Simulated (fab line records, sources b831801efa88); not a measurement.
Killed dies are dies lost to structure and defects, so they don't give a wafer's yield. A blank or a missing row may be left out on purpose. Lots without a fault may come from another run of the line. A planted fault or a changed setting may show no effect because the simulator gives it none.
fab line records | flow gf180mcu
record lots=5 wafers=15 last_day=34
route steps=602 shown M4@475 V4@476 MIM@503
lots that met no fault: from a run of the same line without faults
start_h: hours from the record's first day to the start of the lot's first wafer shown | wait_h: hours since the lot's step before | " the same as in the row above | L1.1+2: a row that stands for several wafers | - no value, or no start given | * or withheld: withheld | < > ~ a bound
route shown NAME@n: a module of which the file shows steps, and the number in the route of the first | usual: mean/standard deviation of fault-free wafers | same: alike in all rows | chamber/n: place in a boat | sites: the reading at each site | _std_site: their standard deviation | _edge_site: outer sites' mean less inner sites' | radius_mm: how far each site lies from the wafer's centre | mask NAME#n: copy n | behind: the tool/chamber that last shaped the wafer | hold: why the lot was held/for how many hours/how that ended | device: the transistor (n, p or np) that didn't switch | end of line: the same wafers' tests at the end of the route | a step without rows: its recipe alone | killed: dies lost to structure and defects at the first sort, not the wafer's yield | map: a wafer's dies, x killed, . not, _ none there
set.NAME: the setting as run; set.NAME@STEP: as run at that earlier step | model.NAME: the simulator's own value behind a step, which no gauge read
lots at some steps of the route; a table a step, a row a wafer
services: from which hour (start_h, from the record's first day; less than 0 if before it) a tool's chamber was out of use, for how many hours, and why
## steps
# step GF_M4_CLEAN_19
# recipe chemistry=DIW dry=n2_spin
# columns lot.wafer tool chamber start_h wait_h
L075.3+5+6 wet_bench-02 2 550.19 0.0
L081.1+2+5 wet_bench-01 0 604.04 0.0
L087.2+3+5 wet_bench-02 2 641.70 0.0
L094.3+4+6 wet_bench-01 3 700.23 0.0
L096.1+4+5 wet_bench-02 1 716.23 0.0
# step GF_V4_CVD_00
# recipe material=SiO2 target_thk_nm=600 sigma_open_frac=0.3 temp_c=400 time_s=100 sih4_flow_sccm=60 pressure_mtorr=6
# usual sih4_flow_sccm=60.01/0.18
# columns lot.wafer tool chamber start_h wait_h sih4_flow_sccm
L075.3 hdpcvd-02 0 550.28 0.0 60.03
L075.5 " 1 " " 59.97
L075.6 " 2 " " 59.77
L081.1 hdpcvd-01 0 604.13 0.0 60.01
L081.2 " 1 " " 60.23
L081.5 " 1 " " 59.95
L087.2 hdpcvd-02 1 641.79 0.0 60.15
L087.3 " 2 " " 60.02
L087.5 " 0 " " 60.12
L094.3 hdpcvd-02 1 700.33 0.0 60.20
L094.4 " 0 " " 60.40
L094.6 " 1 " " 59.84
L096.1 hdpcvd-01 1 716.33 0.0 59.96
L096.4 " 2 " " 59.95
L096.5 " 0 " " 60.00
# step GF_V4_THK_MEAS_01
# recipe reads=SiO2_of_V4_CVD_00
# usual V4_CVD_00_THK=599/5.2
# columns lot.wafer tool chamber start_h wait_h V4_CVD_00_THK[nm]
L075.3 film_metro-02 - 550.37 0.1 595
L075.5 " - " " 606
L075.6 " - " " 602
L081.1 film_metro-04 - 604.20 0.0 610
L081.2 " - " " 606
L081.5 " - " " 602
L087.2 film_metro-01 - 641.87 0.0 598
L087.3 " - " " 600
L087.5 " - " " 599
L094.3 film_metro-01 - 700.42 0.1 590
L094.4 " - " " 594
L094.6 " - " " 597
L096.1 film_metro-04 - 716.40 0.0 601
L096.4 " - " " 594
L096.5 " - " " 587
# step GF_V4_CVD_02
# recipe material=SiO2 target_thk_nm=850 precursor=TEOS temp_c=400 time_s=94.851 rf_w=600
# usual heater_power_w=634/66
# columns lot.wafer tool chamber start_h wait_h heater_power_w
L075.3 pecvd-04 2 550.41 0.0 706
L075.5 " 0 " " 642
L075.6 " 1 " " 614
L081.1 pecvd-02 2 604.26 0.1 610
L081.2 " 0 " " 680
L081.5 " 1 " " 709
L087.2 pecvd-04 2 641.92 0.0 678
L087.3 " 1 " " 579
L087.5 " 0 " " 608
L094.3 pecvd-01 1 700.46 0.0 668
L094.4 " 2 " " 526
L094.6 " 0 " " 723
L096.1 pecvd-02 1 716.46 0.1 702
L096.4 " 1 " " 575
L096.5 " 0 " " 639
# step GF_V4_THK_MEAS_03
# recipe reads=SiO2_of_V4_CVD_02
# usual V4_CVD_02_THK=851/8.9
# columns lot.wafer tool chamber start_h wait_h V4_CVD_02_THK[nm]
L075.3 film_metro-01 - 550.50 0.1 838
L075.5 " - " " 849
L075.6 " - " " 850
L081.1 film_metro-02 - 604.33 0.0 845
L081.2 " - " " 844
L081.5 " - " " 849
L087.2 film_metro-02 - 642.00 0.0 853
L087.3 " - " " 842
L087.5 " - " " 866
L094.3 film_metro-02 - 700.55 0.1 837
L094.4 " - " " 845
L094.6 " - " " 851
L096.1 film_metro-01 - 716.53 0.0 847
L096.4 " - " " 853
L096.5 " - " " 856
# step GF_V4_CMP_04
# recipe material=SiO2 down_force_psi=4 platen_rpm=60 pad_velocity_m_s=0.94248
# usual motor_current_A=12.2/1.1 time_to_endpoint_s=83/5.3
# columns lot.wafer tool chamber start_h wait_h motor_current_A time_to_endpoint_s
L075.3 cmp-01 0 550.59 0.1 11.5 76
L075.5 " 3 " " 11.1 81
L075.6 " 0 " " 11.3 83
L081.1 cmp-01 0 604.39 0.1 10.8 76
L081.2 " 1 " " 12.1 79
L081.5 " 1 " " 11.5 78
L087.3 cmp-02 2 642.05 0.0 11.0 83
L087.2 " 1 " " 11.5 87
L087.5 " 3 " " 12.4 89
L094.3 cmp-02 3 700.59 0.0 12.3 79
L094.4 " 0 " " 14.5 85
L094.6 " 3 " " 12.1 85
L096.1 cmp-01 3 716.64 0.1 11.4 79
L096.4 " 1 " " 12.6 81
L096.5 " 3 " " 11.5 80
# step GF_V4_BOW_MEAS_05
# recipe mode=bow
# usual V4_BOW=135/9.2
# columns lot.wafer tool chamber start_h wait_h V4_BOW[um]
L075.3 film_metro-02 - 550.88 0.2 125
L075.5 " - " " 141
L075.6 " - " " 129
L081.1 film_metro-01 - 604.69 0.2 133
L081.2 " - " " 136
L081.5 " - " " 129
L087.2 film_metro-02 - 642.37 0.1 128
L087.3 " - " " 135
L087.5 " - " " 131
L094.3 film_metro-01 - 700.93 0.3 139
L094.4 " - " " 142
L094.6 " - " " 138
L096.1 film_metro-04 - 716.89 0.2 139
L096.4 " - " " 137
L096.5 " - " " 132
# step GF_V4_DEHYDRATE_06
# recipe temp_c=200 time_s=60
# columns lot.wafer tool chamber start_h wait_h
L075.3+5+6 litho_track-01 0 561.94 11.0
L081.1+2+5 litho_track-02 0 614.39 9.7
L087.2+3+5 litho_track-01 0 652.16 9.8
L094.3+4+6 litho_track-02 0 709.49 8.5
L096.1+4+5 litho_track-01 0 725.64 8.7
# step GF_V4_HMDS_07
# recipe prime_time_s=60 prime_temp_c=120
# columns lot.wafer tool chamber start_h wait_h
L075.3+5+6 litho_track-01 0 562.09 0.1
L081.1+2+5 litho_track-02 0 614.54 0.1
L087.2+3+5 litho_track-01 0 652.31 0.1
L094.3+4+6 litho_track-02 0 709.64 0.1
L096.1+4+5 litho_track-01 0 725.79 0.1
# step GF_V4_COAT_08
# recipe resist=BARC temp_c=withheld time_s=withheld spin_rpm=withheld resist_thk_nm=withheld
# columns lot.wafer tool chamber start_h wait_h
L075.3+5+6 litho_track-01 0 562.24 0.1
L081.1+2+5 litho_track-02 0 614.69 0.1
L087.2+3+5 litho_track-01 0 652.46 0.1
L094.3+4+6 litho_track-02 0 709.79 0.1
L096.1+4+5 litho_track-01 0 725.94 0.1
# step GF_V4_COAT_09
# recipe resist=KrF spin_rpm=withheld resist_thk_nm=1000
# columns lot.wafer tool chamber start_h wait_h
L075.3+5+6 litho_track-01 0 - -
L081.1+2+5 litho_track-02 0 - -
L087.2+3+5 litho_track-01 0 - -
L094.3+4+6 litho_track-02 0 - -
L096.1+4+5 litho_track-01 0 - -
# step GF_V4_SOFTBAKE_10
# recipe temp_c=130 time_s=60 resist=KrF
# columns lot.wafer tool chamber start_h wait_h
L075.3+5+6 litho_track-01 0 - -
L081.1+2+5 litho_track-02 0 - -
L087.2+3+5 litho_track-01 0 - -
L094.3+4+6 litho_track-02 0 - -
L096.1+4+5 litho_track-01 0 - -
# step GF_V4_EXPOSE_11
# recipe mask_id=Via4 target_cd_nm=260 na=0.68 source_shape=conventional sigma_outer=0.6 dose_mj=38
# columns lot.wafer tool chamber start_h wait_h mask
L075.3+5+6 krf_scanner-02 0 - - Via4#0
L081.1+2+5 krf_scanner-02 0 - - Via4#0
L087.2+3+5 krf_scanner-01 0 - - Via4#0
L094.3+4+6 krf_scanner-01 0 - - Via4#0
L096.1+4+5 krf_scanner-02 0 - - Via4#0
# step GF_V4_PEB_12
# recipe peb_temp_c=135 peb_time_s=90 resist=KrF
# columns lot.wafer tool chamber start_h wait_h
L075.3+5+6 litho_track-02 0 - -
L081.1+2+5 litho_track-03 0 - -
L087.2+3+5 litho_track-03 0 - -
L094.3+4+6 litho_track-03 0 - -
L096.1+4+5 litho_track-02 0 - -
# step GF_V4_DEVELOP_13
# recipe develop_time_s=60 resist=KrF dev_temp_c=21
# columns lot.wafer tool chamber start_h wait_h
L075.3+5+6 litho_track-02 0 573.29 0.1
L081.1+2+5 litho_track-03 0 625.76 0.2
L087.2+3+5 litho_track-03 0 662.58 0.2
L094.3+4+6 litho_track-03 0 718.96 0.1
L096.1+4+5 litho_track-02 0 735.09 0.2
# step GF_V4_CD_MEAS_14
# recipe target_cd_nm=260
# usual cd_nm=260.2/1.2
# columns lot.wafer tool chamber start_h wait_h cd_nm
L075.3 cd_sem-01 - 573.43 0.1 260.4
L075.5 " - " " 259.0
L075.6 " - " " 260.5
L081.1 cd_sem-01 - 625.91 0.1 260.8
L081.2 " - " " 262.3
L081.5 " - " " 261.9
L087.2 cd_sem-02 - 662.73 0.1 260.0
L087.3 " - " " 259.4
L087.5 " - " " 257.6
L094.3 cd_sem-01 - 719.10 0.1 260.3
L094.4 " - " " 260.2
L094.6 " - " " 260.0
L096.1 cd_sem-01 - 735.24 0.1 259.2
L096.4 " - " " 260.6
L096.5 " - " " 259.0
# step GF_V4_OVL_MEAS_15
# usual V4_OVL=-1/5.4
# columns lot.wafer tool chamber start_h wait_h V4_OVL[nm]
L075.3 overlay-02 - 573.53 0.1 -3
L075.5 " - " " -4
L075.6 " - " " -14
L081.1 overlay-02 - 626.03 0.1 3
L081.2 " - " " 3
L081.5 " - " " -4
L087.2 overlay-01 - 662.83 0.1 1
L087.3 " - " " -6
L087.5 " - " " -2
L094.3 overlay-01 - 719.19 0.1 -5
L094.4 " - " " -11
L094.6 " - " " 0
L096.1 overlay-01 - 735.36 0.1 5
L096.4 " - " " 0
L096.5 " - " " -1
# step GF_V4_ETCH_16
# recipe chemistry=N2/H2 target_depth_a=withheld overetch_a=withheld time_s=withheld target=BARC ion_energy_ev=200 source_w=500 bias_w=100 pressure_mtorr=30 n2_flow_sccm=100 h2_flow_sccm=200
# usual drypump_motor_current_A=5.5/0.54 h2_flow_sccm=200.0/0.64 n2_flow_sccm=100.0/0.31 oes_product_au=0.856/0.0049 throttle_valve_pct=13.224/0.0093
# columns lot.wafer tool chamber start_h wait_h drypump_motor_current_A h2_flow_sccm n2_flow_sccm oes_product_au throttle_valve_pct
L075.3 rie_diel-01 1 573.55 0.0 6.0 201.2 100.2 0.853 13.227
L075.5 " 3 " " 5.3 199.2 99.9 0.857 13.223
L075.6 " 0 " " 5.5 201.1 100.1 0.856 13.229
L081.1 rie_diel-04 0 626.06 0.0 5.1 200.1 99.9 0.852 13.210
L081.2 " 1 " " 6.4 200.4 100.0 0.854 13.230
L081.5 " 2 " " 4.8 200.5 100.3 0.858 13.220
L087.2 rie_diel-03 3 662.86 0.0 4.9 200.2 100.2 0.855 13.225
L087.3 " 0 " " 6.6 200.0 100.4 0.853 13.212
L087.5 " 3 " " 4.9 199.9 100.5 0.854 13.227
L094.3 rie_diel-03 0 719.21 0.0 6.6 199.0 100.2 0.850 13.209
L094.4 " 1 " " 5.3 202.7 99.8 0.854 13.216
L094.6 " 0 " " 6.6 200.5 100.5 0.857 13.241
L096.1 rie_diel-01 3 735.40 0.0 5.3 199.6 99.9 0.847 13.237
L096.4 " 1 " " 6.0 200.0 100.2 0.850 13.228
L096.5 " 0 " " 5.5 200.0 99.8 0.847 13.223
# step GF_V4_ETCH_17
# recipe chemistry=C4F8/O2/Ar mask_material=KrF target=SiO2 stop_on=TiN source_w=1500 bias_w=1200 pressure_mtorr=40 c4f8_flow_sccm=withheld O2_flow_sccm=6 Ar_flow_sccm=300 time_s=withheld target_depth_a=6300
# usual oes_product_au=0.856/0.005
# columns lot.wafer tool chamber start_h wait_h oes_product_au
L075.3 rie_diel-01 1 - - 0.856
L075.5 " 3 " " 0.850
L075.6 " 0 " " 0.854
L081.1 rie_diel-04 0 - - 0.854
L081.2 " 1 " " 0.852
L081.5 " 2 " " 0.860
L087.2 rie_diel-03 3 - - 0.859
L087.3 " 0 " " 0.857
L087.5 " 3 " " 0.859
L094.3 rie_diel-03 0 - - 0.854
L094.4 " 1 " " 0.858
L094.6 " 0 " " 0.856
L096.1 rie_diel-01 3 - - 0.850
L096.4 " 1 " " 0.859
L096.5 " 0 " " 0.853
# step GF_V4_STRIP_18
# recipe chemistry=O2/N2 power_w=1400 pressure_mtorr=1500 platen_temp_c=250 o2_flow_sccm=3000 n2_flow_sccm=300 overash_fraction=0.5
# usual drypump_motor_current_A=5.7/0.55 heater_power_w=340/29 n2_flow_sccm=300.1/0.88 oes_product_au=0.592/0.0049
# columns lot.wafer tool chamber start_h wait_h drypump_motor_current_A heater_power_w n2_flow_sccm oes_product_au rf_hours_counter_h
L075.3 plasma_asher-02 1 573.71 - 5.4 328 300.2 0.604 -
L075.5 " 0 " " 5.6 337 300.6 0.593 -
L075.6 " 1 " " 5.5 327 300.7 0.592 -
L081.1 plasma_asher-01 0 626.19 - 6.7 329 300.0 0.587 22
L081.2 " 1 " " 5.6 391 301.2 0.591 22
L081.5 " 1 " " 5.6 394 300.4 0.593 -
L087.2 plasma_asher-01 0 662.99 - 6.7 333 300.9 0.590 26
L087.3 " 1 " " 5.6 386 300.1 0.595 -
L087.5 " 0 " " 6.7 328 299.1 0.585 -
L094.3 plasma_asher-02 0 719.38 - 5.6 341 299.7 0.593 -
L094.4 " 1 " " 5.4 320 300.0 0.588 -
L094.6 " 1 " " 5.5 327 300.4 0.588 -
L096.1 plasma_asher-03 1 735.53 - 5.1 339 300.8 0.588 64
L096.4 " 0 " " 5.5 306 301.3 0.594 -
L096.5 " 0 " " 5.5 309 300.0 0.598 -
# step GF_V4_STRIP_19
# recipe chemistry=post_etch_residue_remover time_s=1200 temp_c=72.5
# columns lot.wafer tool chamber start_h wait_h
L075.3+5+6 wet_bench-03 0 573.78 0.0
L081.1+2+5 wet_bench-03 3 626.29 0.1
L087.2+3+5 wet_bench-04 3 663.09 0.1
L094.3+4+6 wet_bench-03 0 719.44 0.0
L096.1+4+5 wet_bench-02 2 735.63 0.1
# step GF_V4_CLEAN_20
# recipe chemistry=DIW dry=n2_spin
# columns lot.wafer tool chamber start_h wait_h
L075.3+5+6 wet_bench-04 3 574.15 0.0
L081.1+2+5 wet_bench-02 2 626.98 0.0
L087.2+3+5 wet_bench-04 3 663.47 0.0
L094.3+4+6 wet_bench-04 2 720.13 0.0
L096.1+4+5 wet_bench-04 0 736.00 0.0
# step GF_V4_SPUTTER_21
# recipe material=Ti target_thk_nm=15 chamber_pressure_pa=5 power_w=2500 substrate_temp_c=200 time_s=80.02
# usual chamber_pressure_pa=5.000/0.01 throttle_valve_pct=29.7/0.61
# columns lot.wafer tool chamber start_h wait_h chamber_pressure_pa throttle_valve_pct
L075.3 pvd_sputter-02 - 574.24 0.0 4.991 29.4
L075.5 " - " " 4.995 30.5
L075.6 " - " " 4.988 29.1
L081.1 pvd_sputter-04 - 627.08 0.0 4.999 29.0
L081.2 " - " " 5.011 28.9
L081.5 " - " " 5.007 29.1
L087.2 pvd_sputter-04 - 663.57 0.0 5.002 28.8
L087.3 " - " " 4.994 30.1
L087.5 " - " " 4.997 29.7
L094.3 pvd_sputter-03 - 720.22 0.0 4.993 30.6
L094.4 " - " " 5.001 29.6
L094.6 " - " " 4.992 30.3
L096.1 pvd_sputter-04 - 736.10 0.0 4.961 29.1
L096.4 " - " " 4.999 29.1
L096.5 " - " " 4.969 28.8
# step GF_V4_SPUTTER_22
# recipe material=TiN target_thk_nm=10 chamber_pressure_pa=5 power_w=4000 time_s=40
# usual chamber_pressure_pa=5.000/0.01 throttle_valve_pct=29.7/0.62
# columns lot.wafer tool chamber start_h wait_h chamber_pressure_pa throttle_valve_pct
L075.3 pvd_sputter-02 - 574.30 0.0 5.000 29.4
L075.5 " - " " 5.008 29.9
L075.6 " - " " 4.991 29.3
L081.1 pvd_sputter-04 - 627.14 0.0 4.994 29.1
L081.2 " - " " 5.010 29.2
L081.5 " - " " 5.020 28.7
L087.2 pvd_sputter-04 - 663.63 0.0 4.985 28.9
L087.3 " - " " 5.007 30.4
L087.5 " - " " 4.999 29.9
L094.3 pvd_sputter-03 - 720.28 0.0 4.994 30.7
L094.4 " - " " 4.977 29.7
L094.6 " - " " 5.012 30.2
L096.1 pvd_sputter-04 - 736.16 0.0 4.992 28.7
L096.4 " - " " 5.000 29.0
L096.5 " - " " 5.003 28.9
# step GF_V4_CVD_23
# recipe material=W target_thk_nm=350 time_s=104.9 temp_c=400 pressure_torr=40
# usual heater_power_w=916/90
# columns lot.wafer tool chamber start_h wait_h heater_power_w
L075.3 cvd_w-02 0 574.38 0.1 919
L075.5 " 1 " " 802
L075.6 " 0 " " 950
L081.1 cvd_w-02 1 627.18 0.0 772
L081.2 " 0 " " 940
L081.5 " 0 " " 937
L087.2 cvd_w-02 0 663.67 0.0 956
L087.3 " 0 " " 948
L087.5 " 0 " " 942
L094.3 cvd_w-01 1 720.35 0.1 1077
L094.4 " 0 " " 944
L094.6 " 1 " " 1045
L096.1 cvd_w-02 0 736.20 0.0 925
L096.4 " 1 " " 786
L096.5 " 0 " " 934
# step GF_V4_RS_MEAS_24
# recipe thk_meas_gauge=four-point-probe reads=W_of_V4_CVD_23+TiN_of_V4_SPUTTER_22+Ti_of_V4_SPUTTER_21
# usual V4_W_RS=0.325/0.0057
# columns lot.wafer tool chamber start_h wait_h V4_W_RS[ohm/sq]
L075.3 film_metro-02 - 574.49 0.1 0.319
L075.5 " - " " 0.322
L075.6 " - " " 0.315
L081.1 film_metro-01 - 627.29 0.1 0.325
L081.2 " - " " 0.320
L081.5 " - " " 0.320
L087.2 film_metro-02 - 663.80 0.1 0.323
L087.3 " - " " 0.325
L087.5 " - " " 0.324
L094.3 film_metro-02 - 720.47 0.1 0.336
L094.4 " - " " 0.327
L094.6 " - " " 0.330
L096.1 film_metro-02 - 736.31 0.1 0.314
L096.4 " - " " 0.321
L096.5 " - " " 0.315
# step GF_V4_THK_MEAS_25
# recipe thk_meas_gauge=xrf reads=W_of_V4_CVD_23
# usual V4_W_THK=336/6.3
# columns lot.wafer tool chamber start_h wait_h V4_W_THK[nm]
L075.3 film_metro-02 - 574.59 0.1 341
L075.5 " - " " 338
L075.6 " - " " 344
L081.1 film_metro-01 - 627.41 0.1 334
L081.2 " - " " 337
L081.5 " - " " 339
L087.2 film_metro-02 - 663.91 0.1 340
L087.3 " - " " 339
L087.5 " - " " 339
L094.3 film_metro-02 - 720.57 0.1 325
L094.4 " - " " 333
L094.6 " - " " 330
L096.1 film_metro-02 - 736.43 0.1 345
L096.4 " - " " 340
L096.5 " - " " 347
# step GF_V4_CMP_26
# recipe stop_on=SiO2 down_force_psi=3.5 platen_rpm=60 t_overpolish_s=15 target_thk_nm=0 pad_velocity_m_s=0.94248
# usual motor_current_A=11.2/1.1 overpolish_run_s=15.000/0.0097 time_to_endpoint_s=87.1/2.9
# columns lot.wafer tool chamber start_h wait_h motor_current_A overpolish_run_s time_to_endpoint_s
L075.3 cmp-02 2 574.87 0.3 10.7 14.998 87.1
L075.5 " 1 " " 10.0 14.987 84.1
L075.6 " 2 " " 10.2 15.007 87.7
L081.2 cmp-01 0 627.47 0.0 10.4 15.008 84.2
L081.1 " 2 " " 12.6 15.017 84.7
L081.5 " 1 " " 10.3 14.995 82.3
L087.3 cmp-01 1 663.96 0.0 10.8 15.004 84.9
L087.2 " 2 " " 12.7 15.013 88.2
L087.5 " 1 " " 11.7 14.995 85.4
L094.4 cmp-02 0 720.61 0.0 13.8 15.016 83.7
L094.3 " 2 " " 10.5 15.007 79.1
L094.6 " 0 " " 13.4 15.012 84.8
L096.1 cmp-01 0 736.49 0.1 10.3 14.985 93.5
L096.4 " 1 " " 10.7 14.983 88.2
L096.5 " 0 " " 9.9 15.001 87.5
# step GF_MIM_SPUTTER_00
# recipe material=Ti target_thk_nm=37.5 arriving_ion_energy_ev=80 substrate_temp_c=200 chamber_pressure_pa=2 power_w=4000 time_s=150
# usual chamber_pressure_pa=2.000/0.0039 throttle_valve_pct=29.7/0.89
# columns lot.wafer tool chamber start_h wait_h chamber_pressure_pa throttle_valve_pct
L075.3 pvd_sputter-03 - 575.12 0.2 1.995 28.8
L075.5 " - " " 2.006 30.7
L075.6 " - " " 1.999 29.7
L081.1 pvd_sputter-03 - 627.77 0.1 1.999 30.4
L081.2 " - " " 2.004 28.9
L081.5 " - " " 2.001 30.6
L087.2 pvd_sputter-04 - 664.26 0.2 2.002 29.9
L087.3 " - " " 1.998 30.4
L087.5 " - " " 2.001 28.9
L094.3 pvd_sputter-01 - 720.91 0.1 1.994 28.9
L094.4 " - " " 2.006 29.1
L094.6 " - " " 1.996 29.5
L096.1 pvd_sputter-01 - 736.79 0.2 1.998 29.0
L096.4 " - " " 2.003 31.6
L096.5 " - " " 2.000 29.0
# step GF_MIM_SPUTTER_01
# recipe material=TiN target_thk_nm=30 power_w=6500 time_s=25 chamber_pressure_pa=0.4
# usual chamber_pressure_pa=0.3998/0.00072 throttle_valve_pct=29.7/0.85
# columns lot.wafer tool chamber start_h wait_h chamber_pressure_pa throttle_valve_pct
L075.3 pvd_sputter-03 - 575.22 0.1 0.3982 29.0
L075.5 " - " " 0.3994 30.6
L075.6 " - " " 0.4001 29.6
L081.1 pvd_sputter-03 - 627.87 0.1 0.3993 30.2
L081.2 " - " " 0.3986 29.1
L081.5 " - " " 0.4000 30.2
L087.2 pvd_sputter-04 - 664.36 0.1 0.4018 29.8
L087.3 " - " " 0.4008 30.6
L087.5 " - " " 0.4007 29.1
L094.3 pvd_sputter-01 - 721.01 0.1 0.3999 28.5
L094.4 " - " " 0.4007 29.0
L094.6 " - " " 0.4001 29.3
L096.1 pvd_sputter-01 - 736.89 0.1 0.3998 29.0
L096.4 " - " " 0.3993 31.2
L096.5 " - " " 0.4000 29.0
# step GF_MIM_SPUTTER_02
# recipe material=AlCu target_thk_nm=450 power_w=10600 time_s=23.9 chamber_pressure_pa=0.4
# usual chamber_pressure_pa=0.4000/0.00084 throttle_valve_pct=29.7/0.86
# columns lot.wafer tool chamber start_h wait_h chamber_pressure_pa throttle_valve_pct
L075.3 pvd_sputter-03 - 575.25 0.0 0.3988 29.2
L075.5 " - " " 0.3995 30.8
L075.6 " - " " 0.4004 29.8
L081.1 pvd_sputter-03 - 627.90 0.0 0.4013 30.2
L081.2 " - " " 0.4002 29.2
L081.5 " - " " 0.4018 30.4
L087.2 pvd_sputter-04 - 664.39 0.0 0.3985 29.8
L087.3 " - " " 0.4009 30.3
L087.5 " - " " 0.4019 28.8
L094.3 pvd_sputter-01 - 721.04 0.0 0.4003 28.6
L094.4 " - " " 0.3999 29.0
L094.6 " - " " 0.4001 29.3
L096.1 pvd_sputter-01 - 736.92 0.0 0.4000 29.2
L096.4 " - " " 0.4008 31.7
L096.5 " - " " 0.3997 29.3
# step GF_MIM_SPUTTER_03
# recipe material=Ti target_thk_nm=10 substrate_temp_c=300 chamber_pressure_pa=0.3 power_w=3000 time_s=6.7
# usual chamber_pressure_pa=0.3000/0.00059 throttle_valve_pct=29.7/0.87
# columns lot.wafer tool chamber start_h wait_h chamber_pressure_pa throttle_valve_pct
L075.3 pvd_sputter-03 - 575.28 0.0 0.3003 29.1
L075.5 " - " " 0.2988 30.5
L075.6 " - " " 0.3001 29.7
L081.1 pvd_sputter-03 - 627.93 0.0 0.2999 30.3
L081.2 " - " " 0.2998 29.1
L081.5 " - " " 0.2997 30.3
L087.2 pvd_sputter-04 - 664.42 0.0 0.2996 30.2
L087.3 " - " " 0.2997 30.4
L087.5 " - " " 0.2999 29.0
L094.3 pvd_sputter-01 - 721.07 0.0 0.2996 28.8
L094.4 " - " " 0.3002 29.3
L094.6 " - " " 0.2992 29.4
L096.1 pvd_sputter-01 - 736.95 0.0 0.3002 29.2
L096.4 " - " " 0.3000 31.8
L096.5 " - " " 0.2997 29.1
# step GF_MIM_SPUTTER_04
# recipe material=TiN target_thk_nm=50 power_w=6500 time_s=41.7 chamber_pressure_pa=0.4
# usual chamber_pressure_pa=0.3999/0.00082 throttle_valve_pct=29.7/0.88
# columns lot.wafer tool chamber start_h wait_h chamber_pressure_pa throttle_valve_pct
L075.3 pvd_sputter-03 - 575.31 0.0 0.3998 29.0
L075.5 " - " " 0.4000 30.3
L075.6 " - " " 0.4001 30.0
L081.1 pvd_sputter-03 - 627.95 0.0 0.3993 30.5
L081.2 " - " " 0.4015 28.9
L081.5 " - " " 0.3996 30.5
L087.2 pvd_sputter-04 - 664.44 0.0 0.4005 29.9
L087.3 " - " " 0.4001 30.5
L087.5 " - " " 0.4005 28.8
L094.3 pvd_sputter-01 - 721.09 0.0 0.3998 28.4
L094.4 " - " " 0.4005 29.3
L094.6 " - " " 0.3988 29.5
L096.1 pvd_sputter-01 - 736.97 0.0 0.4004 29.2
L096.4 " - " " 0.3987 31.5
L096.5 " - " " 0.3995 29.0
# step GF_MIM_CVD_05
# recipe material=Si3N4 target_thk_nm=42 temp_max_c=400 temp_c=385 time_s=29.086 rf_w=450
# usual heater_power_w=640/69
# columns lot.wafer tool chamber start_h wait_h heater_power_w
L075.3 pecvd-03 1 575.35 0.0 672
L075.5 " 1 " " 690
L075.6 " 2 " " 712
L081.1 pecvd-02 2 627.99 0.0 585
L081.2 " 1 " " 662
L081.5 " 2 " " 582
L087.2 pecvd-03 0 664.48 0.0 704
L087.3 " 1 " " 620
L087.5 " 1 " " 617
L094.3 pecvd-04 0 721.13 0.0 614
L094.4 " 0 " " 603
L094.6 " 2 " " 752
L096.1 pecvd-03 0 737.01 0.0 761
L096.4 " 0 " " 765
L096.5 " 1 " " 648
# step GF_MIM_THK_MEAS_06
# recipe reads=Si3N4_of_MIM_CVD_05
# usual MIM_CVD_05_THK=42.1/0.54
# columns lot.wafer tool chamber start_h wait_h MIM_CVD_05_THK[nm]
L075.3 film_metro-03 - 575.40 0.0 41.5
L075.5 " - " " 42.2
L075.6 " - " " 41.9
L081.1 film_metro-02 - 628.02 0.0 40.9
L081.2 " - " " 41.4
L081.5 " - " " 42.0
L087.2 film_metro-04 - 664.52 0.0 42.0
L087.3 " - " " 41.8
L087.5 " - " " 42.3
L094.3 film_metro-03 - 721.18 0.0 41.5
L094.4 " - " " 42.8
L094.6 " - " " 42.8
L096.1 film_metro-03 - 737.05 0.0 41.4
L096.4 " - " " 42.4
L096.5 " - " " 42.2
# step GF_MIM_SPUTTER_07
# recipe material=TiN target_thk_nm=60 power_w=6500 time_s=50 chamber_pressure_pa=0.4
# usual chamber_pressure_pa=0.4001/0.001 throttle_valve_pct=29.6/0.79
# columns lot.wafer tool chamber start_h wait_h chamber_pressure_pa throttle_valve_pct
L075.3 pvd_sputter-04 - 575.44 0.0 0.4005 29.8
L075.5 " - " " 0.3998 28.8
L075.6 " - " " 0.4005 30.3
L081.1 pvd_sputter-04 - 628.08 0.1 0.3991 29.8
L081.2 " - " " 0.4005 30.4
L081.5 " - " " 0.4004 28.7
L087.2 pvd_sputter-03 - 664.57 0.0 0.4007 29.7
L087.3 " - " " 0.3994 29.0
L087.5 " - " " 0.4004 28.8
L094.3 pvd_sputter-03 - 721.22 0.0 0.3987 28.9
L094.4 " - " " 0.3991 30.6
L094.6 " - " " 0.3995 30.3
L096.1 pvd_sputter-03 - 737.11 0.1 0.3994 29.0
L096.4 " - " " 0.4007 30.4
L096.5 " - " " 0.3997 29.6
# step GF_MIM_SPUTTER_08
# recipe material=AlCu target_thk_nm=200 power_w=10600 time_s=10.6 chamber_pressure_pa=0.4
# usual chamber_pressure_pa=0.4000/0.00074 throttle_valve_pct=29.6/0.82
# columns lot.wafer tool chamber start_h wait_h chamber_pressure_pa throttle_valve_pct
L075.3 pvd_sputter-04 - 575.48 0.0 0.4002 29.4
L075.5 " - " " 0.4011 28.9
L075.6 " - " " 0.4005 30.4
L081.1 pvd_sputter-04 - 628.13 0.0 0.3995 29.6
L081.2 " - " " 0.3997 30.4
L081.5 " - " " 0.4011 28.8
L087.2 pvd_sputter-03 - 664.62 0.0 0.3993 29.6
L087.3 " - " " 0.4014 29.1
L087.5 " - " " 0.4000 29.1
L094.3 pvd_sputter-03 - 721.27 0.0 0.4009 29.1
L094.4 " - " " 0.3995 30.5
L094.6 " - " " 0.3997 30.9
L096.1 pvd_sputter-03 - 737.15 0.0 0.4018 29.2
L096.4 " - " " 0.3985 30.4
L096.5 " - " " 0.4006 29.5
## services
# columns tool chamber start_h hours kind
krf_scanner-02 - 533.57 0.8 repair
rie_diel-03 1 536.10 2.1 repair
krf_scanner-02 - 536.77 1.3 pm
rie_diel-01 1 545.20 23.7 repair
pecvd-03 1 547.62 15.2 repair
wet_bench-04 - 549.03 1.4 repair
cvd_w-02 0 556.15 4.5 repair
cmp-01 - 572.00 4.0 pm
rie_diel-03 - 597.70 1.4 repair
cmp-02 - 600.29 1.5 repair
pvd_sputter-03 - 622.67 3.8 repair
cvd_w-02 - 654.90 6.0 pm
cmp-01 - 656.16 5.9 pm
cmp-02 - 665.47 0.2 repair
cmp-02 - 667.25 1.4 repair
cmp-01 - 671.11 18.3 repair
wet_bench-04 - 671.79 2.6 repair
rie_diel-03 0 675.30 7.1 repair
cmp-01 - 691.89 1.4 repair
rie_diel-03 3 697.09 27.2 repair
cmp-02 - 697.93 2.6 repair
rie_diel-01 1 706.59 15.3 repair
rie_diel-01 2 726.49 2.5 repair
rie_diel-03 3 734.38 10.6 repair
## key
fault none
